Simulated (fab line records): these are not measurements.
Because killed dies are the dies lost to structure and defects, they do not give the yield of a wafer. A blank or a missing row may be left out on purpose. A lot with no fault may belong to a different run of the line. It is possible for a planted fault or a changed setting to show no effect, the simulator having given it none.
Which tool is to blame? | flow gf180mcu | 45 wafers from 15 lots sampled at 5 of the route's 602 steps

== WHAT EACH GAUGE READ, for each wafer ==
GF_LVPWELL_OVL_MEAS_07. Usual: for LVPWELL_OVL the level is -0.9 nm and the standard deviation is 1.3.
lot  | measured    | on         | LVPWELL_OVL (nm) | flag
L772 | day 3 19:53 | overlay-01 | -2.3 -2.6 -1.5   | 
L773 | day 4 00:27 | overlay-01 | -1.3 -2.1 -0.9   | 
L774 | day 4 07:43 | overlay-02 | -0.4 -0.6 -2.1   | 
L776 | day 4 17:28 | overlay-01 | -0.1 -1.8 1.3    | 
L777 | day 4 23:04 | overlay-01 | -1.5 0.0 0.3     | 
L779 | day 5 13:13 | overlay-01 | -1.4 -1.2 -1.7   | 
L782 | day 6 08:40 | overlay-02 | -1.0 -1.4 -2.3   | 
L783 | day 6 19:22 | overlay-02 | -1.3 -1.3 -2.6   | 
L784 | day 7 03:13 | overlay-02 | 0.9 0.2 0.5      | 
L785 | day 7 03:33 | overlay-02 | -1.0 -1.5 -0.3   | 
L786 | day 7 10:31 | overlay-02 | -1.2 0.6 -0.2    | 
L787 | day 7 14:01 | overlay-01 | -0.3 0.9 0.3     | 
L790 | day 8 06:01 | overlay-02 | -1.8 -1.4 -1.9   | 
L791 | day 8 07:16 | overlay-01 | -1.1 -1.1 -2.0   | 
L792 | day 8 13:13 | overlay-01 | -1.5 -3.1 -2.1   | 

GF_MVPSD_OVL_MEAS_07. Usual: for MVPSD_OVL the level is -1.0 nm and the standard deviation is 1.4.
lot  | measured     | on         | MVPSD_OVL (nm)                      | flag
L772 | day 4 23:08  | overlay-01 | -0.7 -2.1 -0.7                      | 
L773 | day 5 03:24  | overlay-02 | -3.0 -4.0 -3.1                      | 
L774 | day 5 10:40  | overlay-02 | 0.9 -2.0 -0.2                       | 
L776 | day 5 21:31  | overlay-02 | -0.9 -2.0 -0.8                      | 
L777 | day 6 04:49  | overlay-02 | 0.8 1.6 0.5                         | 
L779 | day 6 21:27  | overlay-02 | -4.0 -3.6 -3.6                      | 
L782 | day 7 16:53  | overlay-02 | -1.2 -1.1 -1.0                      | 
L783 | day 8 03:23  | overlay-01 | -1.5 -0.5 -0.3                      | 
L784 | day 8 11:11  | overlay-02 | -1.9 -0.6 -0.9                      | 
L785 | day 8 12:01  | overlay-02 | -1.5 -0.2 -1.3                      | 
L786 | day 8 18:30  | overlay-01 | 2.0 0.6 0.3                         | 
L787 | day 8 23:23  | overlay-01 | -2.0 -2.1 -1.8                      | 
L790 | day 9 15:41  | overlay-02 | 102.8 102.4 103.2 103.0 103.3 104.1 | OFF
L791 | day 9 17:33  | overlay-01 | 102.0 102.3 100.9 102.3 102.4 102.0 | OFF
L792 | day 10 00:08 | overlay-01 | 101.2 101.2 102.3 102.1 102.2 103.1 | OFF

GF_VT_IMPLANT_RS_MEAS_48: the measuring method here is four-point-probe. Usual: for LVPWELL_RS the level is 1197.8 ohm/sq and the standard deviation is 2.8.
lot  | measured     | on           | LVPWELL_RS (ohm/sq)  | flag
L772 | day 7 13:41  | filmMetro-04 | 1201.9 1200.4 1199.1 | 
L773 | day 7 16:06  | filmMetro-03 | 1201.1 1200.8 1198.9 | 
L774 | day 8 00:59  | filmMetro-01 | 1201.0 1196.4 1199.3 | 
L776 | day 8 15:10  | filmMetro-01 | 1201.6 1200.8 1196.1 | 
L777 | day 8 22:16  | filmMetro-01 | 1193.1 1197.2 1199.8 | 
L779 | day 9 16:45  | filmMetro-04 | 1198.2 1194.5 1200.4 | 
L782 | day 10 12:23 | filmMetro-01 | 1200.3 1198.8 1199.8 | 
L783 | day 10 23:56 | filmMetro-01 | 1196.1 1194.6 1191.8 | 
L784 | day 11 11:32 | filmMetro-03 | 1199.7 1193.6 1198.5 | 
L785 | day 11 11:46 | filmMetro-04 | 1202.2 1201.6 1200.9 | 
L786 | day 11 17:40 | filmMetro-01 | 1196.3 1197.8 1193.4 | 
L787 | day 12 00:20 | filmMetro-04 | 1201.1 1199.6 1201.9 | 

GF_POLY_GATE_THK_MEAS_17. Usual: for POLY_GATE_OXIDATION_THK the level is 3.95 nm and the standard deviation is 0.088.
lot  | measured     | on           | POLY_GATE_OXIDATION_THK (nm) | flag
L772 | day 9 06:43  | filmMetro-02 | 3.79 3.83 3.83               | 
L773 | day 9 09:19  | filmMetro-03 | 3.83 3.89 3.95               | 
L774 | day 9 16:43  | filmMetro-01 | 3.86 3.79 3.81               | 
L776 | day 10 07:40 | filmMetro-01 | 3.97 4.02 3.98               | 
L777 | day 10 19:01 | filmMetro-01 | 4.08 4.05 4.13               | 
L779 | day 11 10:38 | filmMetro-03 | 3.91 4.02 4.04               | 
L782 | day 12 08:48 | filmMetro-02 | 3.85 3.97 3.98               | 
L783 | day 12 22:45 | filmMetro-02 | 3.89 3.90 3.84               | 
L784 | day 13 09:22 | filmMetro-03 | 4.10 4.05 4.04               | 
L785 | day 13 11:27 | filmMetro-02 | 4.05 4.05 4.14               | 
L786 | day 13 15:44 | filmMetro-01 | 4.01 3.96 3.96               | 
L787 | day 14 01:37 | filmMetro-01 | 4.03 3.97 4.02               | 

== WHAT TOOL EACH LOT RAN ON (gives the tool, then ch and the chambers of the sampled wafers, and finally the start) ==
lot  | GF_MVPSD_EXPOSE_04
L772 | ilineStepper-01 ch 0, day 4 16:47
L773 | ilineStepper-02 ch 0, day 4 20:59
L774 | ilineStepper-02 ch 0, day 5 03:59
L776 | ilineStepper-02 ch 0, day 5 14:04
L777 | ilineStepper-01 ch 0, day 5 21:04
L779 | ilineStepper-01 ch 0, day 6 13:30
L782 | ilineStepper-01 ch 0, day 7 09:32
L783 | ilineStepper-01 ch 0, day 7 19:52
L784 | ilineStepper-01 ch 0, day 8 03:46
L785 | ilineStepper-01 ch 0, day 8 04:24
L786 | ilineStepper-01 ch 0, day 8 10:34
L787 | ilineStepper-02 ch 0, day 8 14:40
L790 | ilineStepper-01 ch 0, day 9 07:23
L791 | ilineStepper-01 ch 0, day 9 09:14
L792 | ilineStepper-01 ch 0, day 9 15:55
- GF_MVPSD_EXPOSE_04: exposes mask MVPSD, target cd 1000 nm.

== AS READ BY THE TOOLS THEMSELVES (means over the sampled wafers that have a number; for cases with no such wafer, the mark the record gives instead) ==
GF_MVPSD_EXPOSE_04. Usual: reticleTempC at 23.01 C, with a standard deviation of 0.11.
lot  | tool            | reticleTempC (C) | flag
L772 | ilineStepper-01 | 22.98            | 
L773 | ilineStepper-02 | 22.94            | 
L774 | ilineStepper-02 | 23.10            | 
L776 | ilineStepper-02 | 23.15            | 
L777 | ilineStepper-01 | 23.13            | 
L779 | ilineStepper-01 | 22.94            | 
L782 | ilineStepper-01 | 22.95            | 
L783 | ilineStepper-01 | 22.99            | 
L784 | ilineStepper-01 | 22.83            | 
L785 | ilineStepper-01 | 23.04            | 
L786 | ilineStepper-01 | 22.93            | 
L787 | ilineStepper-02 | 23.08            | 
L790 | ilineStepper-01 | 23.16            | 
L791 | ilineStepper-01 | 23.01            | 
L792 | ilineStepper-01 | 22.84            | 

== THE ANSWER, worked out from the rows above alone ==
Rule: a lot is off if the mean of its wafers that have a number lies more than 3 standard deviations from the usual mean. Also off: a lot with no number at a reading for which 4 or more lots have one. All remaining lots with rows at the step are treated as sound. After the gauges, taken in route order, come the tools' own readings; for these a lot's mean is taken, as printed above. At the first step where some lot is off, the reading lying furthest off is the one used; lots without a number count as furthest.
Off: at GF_MVPSD_OVL_MEAS_07 (MVPSD_OVL), L790, L791, L792.
A tool fits if, at a process step before that reading, it ran every lot that is off, and no sound lot after the first of them. Gauges at GF_MVPSD_OVL_MEAS_07: tried the same way as those tools. One fits: ilineStepper-01 at GF_MVPSD_EXPOSE_04. Its last sound lot is L786 (day 8 10:34), its first lot that is off L790 (day 9 07:23): a fault that began between those two fits.

== WHAT HAD BEEN PUT IN BY THE SIMULATOR ==
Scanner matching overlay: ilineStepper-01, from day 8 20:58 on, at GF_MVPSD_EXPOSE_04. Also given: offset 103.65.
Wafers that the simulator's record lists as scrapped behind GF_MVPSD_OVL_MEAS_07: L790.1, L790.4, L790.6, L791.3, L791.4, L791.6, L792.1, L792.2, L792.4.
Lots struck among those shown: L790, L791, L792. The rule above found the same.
